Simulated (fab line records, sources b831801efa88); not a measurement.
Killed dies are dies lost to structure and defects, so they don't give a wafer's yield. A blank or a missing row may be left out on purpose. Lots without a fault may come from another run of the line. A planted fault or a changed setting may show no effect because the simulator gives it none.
fab line records | flow sky130
record lots=5 wafers=15 last_day=50
route steps=708 shown METAL5@667 PASSIVATION@681 PAD_OPEN@694
lots that met no fault: from a run of the same line without faults
start_h: hours from the record's first day to the start of the lot's first wafer shown | wait_h: hours since the lot's step before | " the same as in the row above | L1.1+2: a row that stands for several wafers | - no value, or no start given | * or withheld: withheld | < > ~ a bound
route shown NAME@n: a module of which the file shows steps, and the number in the route of the first | usual: mean/standard deviation of fault-free wafers | same: alike in all rows | chamber/n: place in a boat | sites: the reading at each site | _std_site: their standard deviation | _edge_site: outer sites' mean less inner sites' | radius_mm: how far each site lies from the wafer's centre | mask NAME#n: copy n | behind: the tool/chamber that last shaped the wafer | hold: why the lot was held/for how many hours/how that ended | device: the transistor (n, p or np) that didn't switch | end of line: the same wafers' tests at the end of the route | a step without rows: its recipe alone | killed: dies lost to structure and defects at the first sort, not the wafer's yield | map: a wafer's dies, x killed, . not, _ none there
set.NAME: the setting as run; set.NAME@STEP: as run at that earlier step | model.NAME: the simulator's own value behind a step, which no gauge read
lots at some steps of the route; a table a step, a row a wafer
services: from which hour (start_h, from the record's first day; less than 0 if before it) a tool's chamber was out of use, for how many hours, and why
## steps
# step SKY_METAL5_THK_MEAS_06
# recipe thk_meas_gauge=xrf reads=AlCu_of_METAL5_SPUTTER_02
# usual METAL5_ALCU_THK=1132/14
# columns lot.wafer tool chamber start_h wait_h METAL5_ALCU_THK[nm]
L079.3 film_metro-04 - 1047.59 0.1 1147
L079.4 " - " " 1136
L079.5 " - " " 1143
L086.1 film_metro-03 - 1085.92 0.1 1114
L086.2 " - " " 1129
L086.6 " - " " 1116
L089.3 film_metro-04 - 1111.36 0.1 1100
L089.5 " - " " 1102
L089.6 " - " " 1106
L094.3 film_metro-04 - 1130.51 0.1 1142
L094.4 " - " " 1145
L094.6 " - " " 1128
L096.1 film_metro-01 - 1135.24 0.1 1131
L096.2 " - " " 1135
L096.3 " - " " 1126
# step SKY_METAL5_DEHYDRATE_07
# recipe temp_c=200 time_s=60
# usual resist_line_temp_C=22.99/0.11
# columns lot.wafer tool chamber start_h wait_h resist_line_temp_C
L079.3 litho_track-04 0 1057.96 10.4 22.97
L079.4 " 0 " " 23.21
L079.5 " 0 " " 23.32
L086.1 litho_track-01 0 1096.02 10.1 23.07
L086.2 " 0 " " 22.88
L086.6 " 0 " " 23.01
L089.3 litho_track-01 0 1121.12 9.8 23.02
L089.5 " 0 " " 23.06
L089.6 " 0 " " 22.88
L094.3 litho_track-01 0 1139.37 8.9 22.90
L094.4 " 0 " " 22.68
L094.6 " 0 " " 22.92
L096.1 litho_track-03 0 1144.25 9.0 22.99
L096.2 " 0 " " 22.83
L096.3 " 0 " " 23.07
# step SKY_METAL5_HMDS_08
# recipe prime_time_s=60 prime_temp_c=120
# usual resist_line_temp_C=23.01/0.11
# columns lot.wafer tool chamber start_h wait_h resist_line_temp_C
L079.3 litho_track-04 0 1058.11 0.1 23.05
L079.4 " 0 " " 22.97
L079.5 " 0 " " 23.17
L086.1 litho_track-01 0 1096.17 0.1 22.88
L086.2 " 0 " " 22.89
L086.6 " 0 " " 22.91
L089.3 litho_track-01 0 1121.27 0.1 23.05
L089.5 " 0 " " 23.00
L089.6 " 0 " " 22.92
L094.3 litho_track-01 0 1139.52 0.1 23.00
L094.4 " 0 " " 22.95
L094.6 " 0 " " 22.99
L096.1 litho_track-03 0 1144.40 0.1 23.03
L096.2 " 0 " " 23.06
L096.3 " 0 " " 23.07
# step SKY_METAL5_COAT_09
# recipe resist=NOVOLAK spin_rpm=3000 resist_thk_nm=1800
# usual resist_line_temp_C=23.00/0.095
# columns lot.wafer tool chamber start_h wait_h resist_line_temp_C
L079.3 litho_track-04 0 1058.26 0.1 22.92
L079.4 " 0 " " 23.02
L079.5 " 0 " " 22.91
L086.1 litho_track-01 0 1096.32 0.1 23.05
L086.2 " 0 " " 22.98
L086.6 " 0 " " 23.09
L089.3 litho_track-01 0 1121.42 0.1 23.08
L089.5 " 0 " " 22.76
L089.6 " 0 " " 22.85
L094.3 litho_track-01 0 1139.67 0.1 22.94
L094.4 " 0 " " 23.13
L094.6 " 0 " " 22.98
L096.1 litho_track-03 0 1144.55 0.1 23.04
L096.2 " 0 " " 22.88
L096.3 " 0 " " 22.99
# step SKY_METAL5_SOFTBAKE_10
# recipe temp_c=90 time_s=60 resist=NOVOLAK
# usual resist_line_temp_C=22.98/0.09
# columns lot.wafer tool chamber start_h wait_h resist_line_temp_C
L079.3 litho_track-04 0 1058.41 0.1 22.98
L079.4 " 0 " " 23.05
L079.5 " 0 " " 23.06
L086.1 litho_track-01 0 1096.47 0.1 23.08
L086.2 " 0 " " 23.20
L086.6 " 0 " " 23.03
L089.3 litho_track-01 0 1121.57 0.1 22.84
L089.5 " 0 " " 22.81
L089.6 " 0 " " 22.97
L094.3 litho_track-01 0 1139.82 0.1 22.96
L094.4 " 0 " " 22.80
L094.6 " 0 " " 22.97
L096.1 litho_track-03 0 1144.70 0.1 23.09
L096.2 " 0 " " 23.02
L096.3 " 0 " " 23.00
# step SKY_METAL5_EXPOSE_11
# recipe mask_id=MM5 na=0.6 source_shape=conventional sigma_outer=0.6 polarization=unpolarized target_cd_nm=1600 dose_mj=190
# columns lot.wafer tool chamber start_h wait_h mask
L079.3+4+5 iline_stepper-02 0 - - MM5#0
L086.1+2+6 iline_stepper-02 0 - - MM5#0
L089.3+5+6 iline_stepper-01 0 - - MM5#0
L094.3+4+6 iline_stepper-01 0 - - MM5#0
L096.1+2+3 iline_stepper-02 0 - - MM5#0
# step SKY_METAL5_PEB_12
# recipe temp_c=withheld time_s=* resist=NOVOLAK
# usual resist_line_temp_C=*
# columns lot.wafer tool chamber start_h wait_h resist_line_temp_C
L079.3 litho_track-03 0 - - *
L079.4 " 0 " " *
L079.5 " 0 " " *
L086.1 litho_track-01 0 - - *
L086.2 " 0 " " *
L086.6 " 0 " " *
L089.3 litho_track-03 0 - - *
L089.5 " 0 " " *
L089.6 " 0 " " *
L094.3 litho_track-01 0 - - *
L094.4 " 0 " " *
L094.6 " 0 " " *
L096.1 litho_track-04 0 - - *
L096.2 " 0 " " *
L096.3 " 0 " " *
# step SKY_METAL5_DEVELOP_13
# recipe resist=NOVOLAK developer=TMAH develop_time_s=60 dev_temp_c=23
# usual resist_line_temp_C=23.00/0.11
# columns lot.wafer tool chamber start_h wait_h resist_line_temp_C
L079.3 litho_track-03 0 1068.65 0.1 23.09
L079.4 " 0 " " 23.16
L079.5 " 0 " " 23.16
L086.1 litho_track-01 0 1106.97 0.1 23.19
L086.2 " 0 " " 22.99
L086.6 " 0 " " 23.18
L089.3 litho_track-03 0 1131.15 0.1 22.86
L089.5 " 0 " " 22.85
L089.6 " 0 " " 22.93
L094.3 litho_track-01 0 1149.17 0.1 22.94
L094.4 " 0 " " 23.12
L094.6 " 0 " " 23.01
L096.1 litho_track-04 0 1153.21 0.1 22.99
L096.2 " 0 " " 22.88
L096.3 " 0 " " 22.96
# step SKY_METAL5_DESCUM_14
# recipe chemistry=O2 source_power_w=150 bias_power_w=0 pressure_mtorr=10 temp_c=40 time_s=11
# usual drypump_motor_current_A=5.8/0.47 oes_product_au=0.999/0.01
# columns lot.wafer tool chamber start_h wait_h drypump_motor_current_A oes_product_au rf_hours_counter_h
L079.3 rie_metal-02 1 1068.76 0.1 6.0 0.989 -
L079.4 " 0 " " 5.1 0.988 -
L079.5 " 1 " " 6.0 0.999 -
L086.1 rie_metal-03 0 1107.12 0.1 6.5 0.987 18
L086.2 " 1 " " 5.1 1.009 2
L086.6 " 1 " " 5.1 1.011 -
L089.3 rie_metal-01 0 1131.26 0.1 6.0 0.986 -
L089.5 " 1 " " 6.2 1.007 -
L089.6 " 0 " " 6.0 0.989 -
L094.3 rie_metal-02 1 1149.28 0.1 6.0 1.006 -
L094.4 " 0 " " 5.1 0.997 -
L094.6 " 0 " " 5.1 0.991 -
L096.1 rie_metal-01 1 1153.36 0.1 6.1 1.026 28
L096.2 " 0 " " 5.9 0.999 22
L096.3 " 1 " " 6.2 1.025 -
# step SKY_METAL5_METAL_ETCH_15
# recipe target_depth_a=12600 stop_on=SiO2 over_etch_frac=0.2 time_s=252 chemistry=Cl2/BCl3 resist_sidewall_deg=86 pressure_mtorr=10 icp_w=900 bias_w=48.5 Cl2_flow_sccm=60 bcl3_flow_sccm=30
# usual drypump_motor_current_A=5.8/0.48 oes_product_au=0.894/0.005 throttle_valve_pct=22.265/0.0092
# columns lot.wafer tool chamber start_h wait_h drypump_motor_current_A oes_product_au rf_hours_counter_h throttle_valve_pct
L079.3 rie_metal-02 1 1068.86 0.1 6.0 0.897 - 22.246
L079.4 " 0 " " 5.1 0.897 - 22.262
L079.5 " 1 " " 6.0 0.895 - 22.256
L086.1 rie_metal-03 0 1107.16 0.0 6.4 0.901 18 22.270
L086.2 " 1 " " 5.1 0.888 2 22.259
L086.6 " 1 " " 5.1 0.901 - 22.258
L089.3 rie_metal-01 0 1131.36 0.1 6.0 0.894 - 22.249
L089.5 " 1 " " 6.1 0.896 - 22.252
L089.6 " 0 " " 5.9 0.891 - 22.261
L094.3 rie_metal-02 1 1149.38 0.1 6.0 0.896 - 22.274
L094.4 " 0 " " 5.1 0.898 - 22.272
L094.6 " 0 " " 5.1 0.890 - 22.279
L096.1 rie_metal-01 1 1153.40 0.0 6.2 0.891 28 22.263
L096.2 " 0 " " 6.0 0.890 22 22.264
L096.3 " 1 " " 6.2 0.898 - 22.256
# step SKY_METAL5_STRIP_16
# recipe chemistry=O2/N2 power_w=1400 pressure_mtorr=1500 platen_temp_c=withheld o2_flow_sccm=3000 n2_flow_sccm=300 overash_fraction=0.5
# usual drypump_motor_current_A=5.6/0.46 oes_product_au=0.710/0.0052 strip_time_to_endpoint_s=13.08/0.15
# columns lot.wafer tool chamber start_h wait_h drypump_motor_current_A oes_product_au rf_hours_counter_h strip_time_to_endpoint_s
L079.3 plasma_asher-01 1 1069.05 0.1 4.9 0.713 - 12.92
L079.4 " 0 " " 5.8 0.712 - 12.87
L079.5 " 0 " " 5.8 0.706 - 12.95
L086.1 plasma_asher-01 0 1107.39 0.2 5.8 0.721 72 13.25
L086.2 " 1 " " 4.9 0.705 72 12.94
L086.6 " 1 " " 4.9 0.704 - 12.93
L089.3 plasma_asher-01 1 1131.55 0.1 4.9 0.712 - 13.21
L089.5 " 0 " " 5.8 0.703 - 12.93
L089.6 " 1 " " 4.8 0.710 - 13.20
L094.3 plasma_asher-04 0 1149.57 0.1 5.0 0.714 - 12.96
L094.4 " 1 " " 6.0 0.711 - 12.96
L094.6 " 0 " " 5.0 0.714 - 12.93
L096.1 plasma_asher-04 0 1153.63 0.2 5.0 0.718 8 12.98
L096.2 " 1 " " 5.9 0.702 8 13.39
L096.3 " 0 " " 5.0 0.703 - 13.11
# step SKY_METAL5_STRIP_17
# recipe chemistry=post_etch_residue_remover time_s=1200 temp_c=72.5
# columns lot.wafer tool chamber start_h wait_h
L079.3+4+5 wet_bench-02 0 1069.11 0.0
L086.1+2+6 wet_bench-01 1 1107.49 0.1
L089.3+5+6 wet_bench-02 1 1131.62 0.0
L094.3+4+6 wet_bench-02 0 1149.64 0.0
L096.1+2+3 wet_bench-02 0 1153.73 0.1
# step SKY_METAL5_CLEAN_18
# recipe chemistry=IPA time_s=180 temp_c=25
# columns lot.wafer tool chamber start_h wait_h
L079.3+4+5 wet_bench-01 1 1069.49 0.0
L086.1+2+6 wet_bench-02 1 1107.83 0.0
L089.3+5+6 wet_bench-03 1 1131.96 0.0
L094.3+4+6 wet_bench-03 2 1149.98 0.0
L096.1+2+3 wet_bench-01 2 1154.11 0.0
# step SKY_METAL5_CLEAN_19
# recipe chemistry=O3/DIW dry=n2_spin
# columns lot.wafer tool chamber start_h wait_h
L079.3+4+5 wet_bench-02 2 1069.55 0.0
L086.1+2+6 wet_bench-01 1 1107.89 0.0
L089.3+5+6 wet_bench-03 0 1132.02 0.0
L094.3+4+6 wet_bench-02 2 1150.05 0.0
L096.1+2+3 wet_bench-02 3 1154.17 0.0
# step SKY_PASSIVATION_CVD_00
# recipe material=SiO2 target_thk_nm=90 temp_c=400 time_s=withheld rf_w=600
# usual heater_power_w=689/130
# columns lot.wafer tool chamber start_h wait_h heater_power_w
L079.3 pecvd-03 1 1069.65 0.0 611
L079.4 " 0 " " 762
L079.5 " 2 " " 726
L086.1 pecvd-03 1 1107.98 0.0 560
L086.2 " 2 " " 689
L086.6 " 2 " " 690
L089.3 pecvd-03 2 1132.11 0.0 574
L089.5 " 2 " " 597
L089.6 " 0 " " 716
L094.3 pecvd-01 1 1150.14 0.0 555
L094.4 " 2 " " 989
L094.6 " 0 " " 616
L096.1 pecvd-02 1 1154.27 0.0 783
L096.2 " 2 " " 747
L096.3 " 0 " " 671
# step SKY_PASSIVATION_THK_MEAS_01
# recipe reads=SiO2_of_PASSIVATION_CVD_00
# usual PASSIVATION_CVD_00_THK=90.4/1.4
# columns lot.wafer tool chamber start_h wait_h PASSIVATION_CVD_00_THK[nm]
L079.3 film_metro-02 - 1069.69 - 91.7
L079.4 " - " " 90.0
L079.5 " - " " 90.0
L086.1 film_metro-03 - 1108.01 - 90.5
L086.2 " - " " 89.5
L086.6 " - " " 91.7
L089.3 film_metro-03 - 1132.15 - 89.8
L089.5 " - " " 91.6
L089.6 " - " " 89.9
L094.3 film_metro-01 - 1150.19 - 90.4
L094.4 " - " " 90.7
L094.6 " - " " 89.8
L096.1 film_metro-01 - 1154.29 - 88.9
L096.2 " - " " 89.2
L096.3 " - " " 90.0
# step SKY_PASSIVATION_CVD_02
# recipe material=Si3N4 target_thk_nm=540 temp_c=400 time_s=withheld rf_w=450
# usual heater_power_w=753/120
# columns lot.wafer tool chamber start_h wait_h heater_power_w
L079.3 pecvd-02 0 1069.73 0.0 678
L079.4 " 0 " " 683
L079.5 " 1 " " 781
L086.1 pecvd-02 0 1108.07 0.1 680
L086.2 " 2 " " 750
L086.6 " 1 " " 750
L089.3 pecvd-01 1 1132.19 0.0 669
L089.5 " 1 " " 702
L089.6 " 2 " " 1047
L094.3 pecvd-03 1 1150.23 0.0 711
L094.4 " 1 " " 724
L094.6 " 0 " " 892
L096.1 pecvd-03 2 1154.35 0.1 701
L096.2 " 0 " " 891
L096.3 " 1 " " 711
# step SKY_PASSIVATION_THK_MEAS_03
# recipe reads=Si3N4_of_PASSIVATION_CVD_02
# usual PASSIVATION_CVD_02_THK=539/7
# columns lot.wafer tool chamber start_h wait_h PASSIVATION_CVD_02_THK[nm]
L079.3 film_metro-01 - 1069.97 - 543
L079.4 " - " " 546
L079.5 " - " " 552
L086.1 film_metro-02 - 1108.30 - 536
L086.2 " - " " 529
L086.6 " - " " 543
L089.3 film_metro-03 - 1132.43 - 546
L089.5 " - " " 553
L089.6 " - " " 539
L094.3 film_metro-02 - 1150.47 - 536
L094.4 " - " " 538
L094.6 " - " " 539
L096.1 film_metro-02 - 1154.58 - 533
L096.2 " - " " 537
L096.3 " - " " 532
# step SKY_PASSIVATION_DEHYDRATE_04
# recipe temp_c=200 time_s=60
# usual resist_line_temp_C=23.02/0.11
# columns lot.wafer tool chamber start_h wait_h resist_line_temp_C
L079.3 litho_track-04 0 1080.01 10.0 23.09
L079.4 " 0 " " 23.03
L079.5 " 0 " " 22.96
L086.1 litho_track-02 0 1117.41 9.1 23.19
L086.2 " 0 " " 22.90
L086.6 " 0 " " 23.01
L089.3 litho_track-04 0 1141.66 9.2 22.96
L089.5 " 0 " " 22.90
L089.6 " 0 " " 23.09
L094.3 litho_track-04 0 1158.61 8.1 23.00
L094.4 " 0 " " 23.01
L094.6 " 0 " " 23.06
L096.1 litho_track-02 0 1163.06 8.5 23.18
L096.2 " 0 " " 22.97
L096.3 " 0 " " 22.93
# step SKY_PASSIVATION_HMDS_05
# recipe prime_time_s=60 prime_temp_c=120
# usual resist_line_temp_C=22.99/0.09
# columns lot.wafer tool chamber start_h wait_h resist_line_temp_C
L079.3 litho_track-04 0 1080.16 0.1 23.10
L079.4 " 0 " " 22.96
L079.5 " 0 " " 22.94
L086.1 litho_track-02 0 1117.56 0.1 23.13
L086.2 " 0 " " 23.08
L086.6 " 0 " " 22.99
L089.3 litho_track-04 0 1141.81 0.1 22.98
L089.5 " 0 " " 22.90
L089.6 " 0 " " 22.92
L094.3 litho_track-04 0 1158.76 0.1 23.03
L094.4 " 0 " " 22.95
L094.6 " 0 " " 22.94
L096.1 litho_track-02 0 1163.21 0.1 22.95
L096.2 " 0 " " 23.08
L096.3 " 0 " " 23.02
# step SKY_PASSIVATION_COAT_06
# recipe spin_rpm=2000 resist_thk_nm=3000
# usual resist_line_temp_C=22.99/0.099
# columns lot.wafer tool chamber start_h wait_h resist_line_temp_C
L079.3 litho_track-04 0 1080.31 0.1 23.13
L079.4 " 0 " " 23.03
L079.5 " 0 " " 23.17
L086.1 litho_track-02 0 1117.71 0.1 22.96
L086.2 " 0 " " 23.04
L086.6 " 0 " " 23.09
L089.3 litho_track-04 0 1141.96 0.1 23.10
L089.5 " 0 " " 22.96
L089.6 " 0 " " 23.12
L094.3 litho_track-04 0 1158.91 0.1 22.77
L094.4 " 0 " " 23.04
L094.6 " 0 " " 22.76
L096.1 litho_track-02 0 1163.36 0.1 22.97
L096.2 " 0 " " 23.10
L096.3 " 0 " " 22.98
# step SKY_PASSIVATION_SOFTBAKE_07
# recipe temp_c=110 time_s=withheld
# usual resist_line_temp_C=22.99/0.099
# columns lot.wafer tool chamber start_h wait_h resist_line_temp_C
L079.3 litho_track-04 0 1080.48 0.1 23.04
L079.4 " 0 " " 22.85
L079.5 " 0 " " 22.85
L086.1 litho_track-02 0 1117.86 0.1 23.00
L086.2 " 0 " " 22.95
L086.6 " 0 " " 23.01
L089.3 litho_track-04 0 1142.13 0.1 23.02
L089.5 " 0 " " 23.06
L089.6 " 0 " " 23.12
L094.3 litho_track-04 0 1159.08 0.1 22.94
L094.4 " 0 " " 22.96
L094.6 " 0 " " 22.91
L096.1 litho_track-02 0 1163.51 0.1 23.09
L096.2 " 0 " " 23.02
L096.3 " 0 " " 22.93
# step SKY_PASSIVATION_EXPOSE_08
# recipe mask_id=NSM target_cd_nm=3000 na=0.57 dose_mj=260
# columns lot.wafer tool chamber start_h wait_h mask
L079.3+4+5 iline_stepper-01 0 - - NSM#0
L086.1+2+6 iline_stepper-01 0 - - NSM#0
L089.3+5+6 iline_stepper-02 0 - - NSM#0
L094.3+4+6 iline_stepper-01 0 - - NSM#0
L096.1+2+3 iline_stepper-01 0 - - NSM#0
# step SKY_PASSIVATION_PEB_09
# recipe temp_c=115 time_s=withheld
# usual resist_line_temp_C=22.99/0.11
# columns lot.wafer tool chamber start_h wait_h resist_line_temp_C
L079.3 litho_track-03 0 - - 23.09
L079.4 " 0 " " 23.16
L079.5 " 0 " " 23.07
L086.1 litho_track-02 0 - - 23.17
L086.2 " 0 " " 23.24
L086.6 " 0 " " 23.14
L089.3 litho_track-02 0 - - 23.02
L089.5 " 0 " " 23.12
L089.6 " 0 " " 23.03
L094.3 litho_track-03 0 - - 23.09
L094.4 " 0 " " 23.11
L094.6 " 0 " " 22.95
L096.1 litho_track-04 0 - - 22.89
L096.2 " 0 " " 22.96
L096.3 " 0 " " 22.95
# step SKY_PASSIVATION_DEVELOP_10
# recipe develop_time_s=60 dev_temp_c=23
# usual resist_line_temp_C=22.99/0.099
# columns lot.wafer tool chamber start_h wait_h resist_line_temp_C
L079.3 litho_track-03 0 - - 22.95
L079.4 " 0 " " 22.91
L079.5 " 0 " " 22.91
L086.1 litho_track-02 0 - - 23.01
L086.2 " 0 " " 23.07
L086.6 " 0 " " 23.08
L089.3 litho_track-02 0 - - 22.85
L089.5 " 0 " " 22.94
L089.6 " 0 " " 22.89
L094.3 litho_track-03 0 - - 22.95
L094.4 " 0 " " 22.95
L094.6 " 0 " " 23.00
L096.1 litho_track-04 0 - - 22.90
L096.2 " 0 " " 22.98
L096.3 " 0 " " 23.06
# step SKY_PASSIVATION_ETCH_11
# recipe chemistry=CF4/O2 target_depth_nm=725 stop_on=AlCu source_w=800 bias_w=150 pressure_mtorr=150 cf4_flow_sccm=80 O2_flow_sccm=10 time_s=161.1
# usual drypump_motor_current_A=5.7/0.4 oes_product_au=0.977/0.0076 throttle_valve_pct=5.965/0.0093
# columns lot.wafer tool chamber start_h wait_h drypump_motor_current_A oes_product_au rf_hours_counter_h throttle_valve_pct
L079.3 rie_diel-04 2 1090.95 - 5.6 0.967 25 5.962
L079.4 " 0 " " 5.8 0.976 4 5.963
L079.5 " 0 " " 5.8 0.978 - 5.956
L086.1 rie_diel-04 2 1127.51 - 5.6 0.978 27 5.956
L086.2 " 0 " " 5.8 0.971 5 5.969
L086.6 " 1 " " 6.1 0.982 - 5.960
L089.3 rie_diel-04 3 1151.06 - 5.6 0.975 13 5.960
L089.5 " 0 " " 5.8 0.986 - 5.974
L089.6 " 1 " " 6.1 0.973 - 5.954
L094.3 rie_diel-01 2 1168.10 - 5.9 0.979 20 5.952
L094.4 " 3 " " 5.7 0.968 24 5.979
L094.6 " 0 " " 5.4 0.975 - 5.954
L096.1 rie_diel-02 2 1171.91 - 5.2 0.974 0 5.971
L096.2 " 0 " " 5.4 0.983 12 5.962
L096.3 " 1 " " 6.4 0.965 22 5.952
# step SKY_PASSIVATION_STRIP_12
# recipe chemistry=O2/N2 power_w=1400 pressure_mtorr=1500 platen_temp_c=withheld overash_fraction=0.7 o2_flow_sccm=3000 n2_flow_sccm=300
# usual drypump_motor_current_A=5.8/0.61 oes_product_au=0.661/0.0047 strip_time_to_endpoint_s=31.57/0.14
# columns lot.wafer tool chamber start_h wait_h drypump_motor_current_A oes_product_au rf_hours_counter_h strip_time_to_endpoint_s
L079.3 plasma_asher-01 1 1091.09 0.1 4.9 0.661 - 31.62
L079.4 " 0 " " 5.8 0.664 - 31.60
L079.5 " 0 " " 5.8 0.662 - 31.45
L086.1 plasma_asher-02 0 1127.61 0.1 6.7 0.655 99 31.85
L086.2 " 1 " " 5.7 0.665 99 31.75
L086.6 " 1 " " 5.7 0.664 - 31.74
L089.3 plasma_asher-01 0 1151.20 0.1 5.8 0.662 - 31.54
L089.5 " 1 " " 4.9 0.654 - 31.52
L089.6 " 0 " " 5.8 0.666 - 31.46
L094.3 plasma_asher-02 1 1168.24 0.1 5.7 0.655 - 31.41
L094.4 " 0 " " 6.7 0.664 - 31.50
L094.6 " 0 " " 6.7 0.655 - 31.47
L096.1 plasma_asher-02 0 1172.02 0.1 6.7 0.654 104 31.69
L096.2 " 1 " " 5.7 0.668 104 31.61
L096.3 " 0 " " 6.7 0.657 - 31.76
# step SKY_PAD_OPEN_DEHYDRATE_00
# recipe temp_c=200 time_s=60
# usual resist_line_temp_C=23.01/0.095
# columns lot.wafer tool chamber start_h wait_h resist_line_temp_C
L079.3 litho_track-01 0 1101.27 10.2 23.06
L079.4 " 0 " " 22.90
L079.5 " 0 " " 23.05
L086.1 litho_track-04 0 1136.36 8.7 22.84
L086.2 " 0 " " 22.98
L086.6 " 0 " " 22.91
L089.3 litho_track-01 0 1159.27 8.0 23.04
L089.5 " 0 " " 22.96
L089.6 " 0 " " 23.11
L094.3 litho_track-02 0 1176.26 8.0 23.02
L094.4 " 0 " " 22.87
L094.6 " 0 " " 22.95
L096.1 litho_track-01 0 1179.87 7.8 23.14
L096.2 " 0 " " 23.12
L096.3 " 0 " " 23.10
# step SKY_PAD_OPEN_HMDS_01
# recipe prime_time_s=60 prime_temp_c=120
# usual resist_line_temp_C=23.02/0.11
# columns lot.wafer tool chamber start_h wait_h resist_line_temp_C
L079.3 litho_track-01 0 1101.42 0.1 22.84
L079.4 " 0 " " 23.10
L079.5 " 0 " " 22.96
L086.1 litho_track-04 0 1136.51 0.1 23.02
L086.2 " 0 " " 23.07
L086.6 " 0 " " 23.07
L089.3 litho_track-01 0 1159.42 0.1 23.05
L089.5 " 0 " " 23.05
L089.6 " 0 " " 23.29
L094.3 litho_track-02 0 1176.41 0.1 22.73
L094.4 " 0 " " 22.94
L094.6 " 0 " " 22.92
L096.1 litho_track-01 0 1180.02 0.1 23.05
L096.2 " 0 " " 23.16
L096.3 " 0 " " 23.14
# step SKY_PAD_OPEN_COAT_02
# recipe spin_rpm=2000 resist_thk_nm=3000
# usual resist_line_temp_C=23.02/0.11
# columns lot.wafer tool chamber start_h wait_h resist_line_temp_C
L079.3 litho_track-01 0 1101.57 0.1 22.92
L079.4 " 0 " " 23.03
L079.5 " 0 " " 22.94
L086.1 litho_track-04 0 1136.66 0.1 23.14
L086.2 " 0 " " 23.11
L086.6 " 0 " " 23.22
L089.3 litho_track-01 0 1159.57 0.1 22.90
L089.5 " 0 " " 22.96
L089.6 " 0 " " 22.96
L094.3 litho_track-02 0 1176.56 0.1 22.80
L094.4 " 0 " " 22.88
L094.6 " 0 " " 22.92
L096.1 litho_track-01 0 1180.17 0.1 23.08
L096.2 " 0 " " 23.04
L096.3 " 0 " " 22.99
# step SKY_PAD_OPEN_SOFTBAKE_03
# recipe temp_c=110 time_s=withheld
# usual resist_line_temp_C=23.01/0.11
# columns lot.wafer tool chamber start_h wait_h resist_line_temp_C
L079.3 litho_track-01 0 1101.74 0.1 23.08
L079.4 " 0 " " 23.02
L079.5 " 0 " " 22.92
L086.1 litho_track-04 0 1136.81 0.1 23.08
L086.2 " 0 " " 23.00
L086.6 " 0 " " 22.97
L089.3 litho_track-01 0 1159.74 0.1 22.95
L089.5 " 0 " " 23.07
L089.6 " 0 " " 23.06
L094.3 litho_track-02 0 1176.73 0.1 23.15
L094.4 " 0 " " 23.00
L094.6 " 0 " " 23.12
L096.1 litho_track-01 0 1180.32 0.1 23.13
L096.2 " 0 " " 23.09
L096.3 " 0 " " 23.09
# step SKY_PAD_OPEN_EXPOSE_04
# recipe mask_id=PDM target_cd_nm=60000 na=0.57 dose_mj=260
# columns lot.wafer tool chamber start_h wait_h mask
L079.3+4+5 iline_stepper-02 0 - - PDM#0
L086.1+2+6 iline_stepper-01 0 - - PDM#0
L089.3+5+6 iline_stepper-02 0 - - PDM#0
L094.3+4+6 iline_stepper-02 0 - - PDM#0
L096.1+2+3 iline_stepper-01 0 - - PDM#0
# step SKY_PAD_OPEN_PEB_05
# recipe temp_c=115 time_s=withheld
# usual resist_line_temp_C=23.00/0.11
# columns lot.wafer tool chamber start_h wait_h resist_line_temp_C
L079.3 litho_track-02 0 - - 23.01
L079.4 " 0 " " 23.03
L079.5 " 0 " " 23.14
L086.1 litho_track-01 0 - - 22.97
L086.2 " 0 " " 23.03
L086.6 " 0 " " 23.05
L089.3 litho_track-04 0 - - 23.04
L089.5 " 0 " " 23.04
L089.6 " 0 " " 23.07
L094.3 litho_track-04 0 - - 22.86
L094.4 " 0 " " 23.01
L094.6 " 0 " " 23.02
L096.1 litho_track-02 0 - - 23.01
L096.2 " 0 " " 23.06
L096.3 " 0 " " 22.92
# step SKY_PAD_OPEN_DEVELOP_06
# recipe develop_time_s=60 dev_temp_c=23
# usual resist_line_temp_C=23.00/0.11
# columns lot.wafer tool chamber start_h wait_h resist_line_temp_C
L079.3 litho_track-02 0 - - 22.93
L079.4 " 0 " " 23.09
L079.5 " 0 " " 22.90
L086.1 litho_track-01 0 - - 23.00
L086.2 " 0 " " 23.07
L086.6 " 0 " " 22.93
L089.3 litho_track-04 0 - - 23.09
L089.5 " 0 " " 22.99
L089.6 " 0 " " 23.06
L094.3 litho_track-04 0 - - 23.01
L094.4 " 0 " " 23.07
L094.6 " 0 " " 23.08
L096.1 litho_track-02 0 - - 23.16
L096.2 " 0 " " 23.16
L096.3 " 0 " " 23.00
# step SKY_PAD_OPEN_ETCH_07
# recipe chemistry=CF4/O2 target_depth_nm=725 stop_on=AlCu source_w=800 bias_w=150 pressure_mtorr=150 cf4_flow_sccm=80 O2_flow_sccm=10 time_s=161.1
# usual drypump_motor_current_A=5.76/0.22 oes_product_au=0.977/0.0063 throttle_valve_pct=5.965/0.0095
# columns lot.wafer tool chamber start_h wait_h drypump_motor_current_A oes_product_au rf_hours_counter_h throttle_valve_pct
L079.3 rie_diel-04 0 1112.16 - 5.82 0.972 5 5.962
L079.4 " 1 " " 6.06 0.989 23 5.972
L079.5 " 2 " " 5.56 0.981 - 5.966
L086.1 rie_diel-01 1 1146.32 - 6.16 0.977 9 5.961
L086.2 " 3 " " 5.73 0.976 23 5.968
L086.6 " 1 " " 6.19 0.977 - 5.961
L089.3 rie_diel-04 1 1168.31 - 6.03 0.977 25 5.966
L089.5 " 3 " " 5.60 0.972 - 5.970
L089.6 " 0 " " 5.82 0.977 - 5.976
L094.3 rie_diel-01 1 1184.96 - 6.16 0.978 11 5.977
L094.4 " 2 " " 5.95 0.978 21 5.970
L094.6 " 0 " " 5.40 0.981 - 5.951
L096.1 rie_diel-03 0 1187.66 - 6.00 0.972 11 5.958
L096.2 " 1 " " 5.55 0.984 22 5.968
L096.3 " 3 " " 5.76 0.975 19 5.957
## services
# columns tool chamber start_h hours kind
plasma_asher-04 - 1042.40 0.6 repair
pecvd-03 - 1044.71 5.5 pm
rie_diel-02 - 1046.93 2.8 pm
plasma_asher-04 - 1055.25 9.0 pm
pecvd-03 2 1058.14 7.7 repair
rie_metal-03 - 1059.09 14.6 pm
rie_diel-02 - 1068.50 2.2 repair
plasma_asher-01 - 1076.21 1.9 repair
rie_diel-02 3 1081.41 1.6 repair
rie_metal-03 - 1088.16 6.5 repair
rie_metal-02 - 1089.75 14.6 pm
iline_stepper-01 - 1094.15 16.5 repair
rie_metal-01 - 1101.08 2.8 pm
plasma_asher-04 - 1103.65 3.4 repair
rie_diel-01 0 1104.65 4.0 repair
rie_diel-01 2 1106.35 9.8 repair
pecvd-02 - 1130.78 1.6 repair
iline_stepper-01 - 1131.33 1.7 pm
plasma_asher-04 - 1131.42 2.1 repair
pecvd-03 - 1145.30 0.7 repair
iline_stepper-01 - 1163.83 2.1 pm
pecvd-02 2 1171.92 5.4 repair
rie_diel-02 1 1180.39 3.3 repair
rie_metal-02 - 1186.92 1.0 repair
## key
fault none
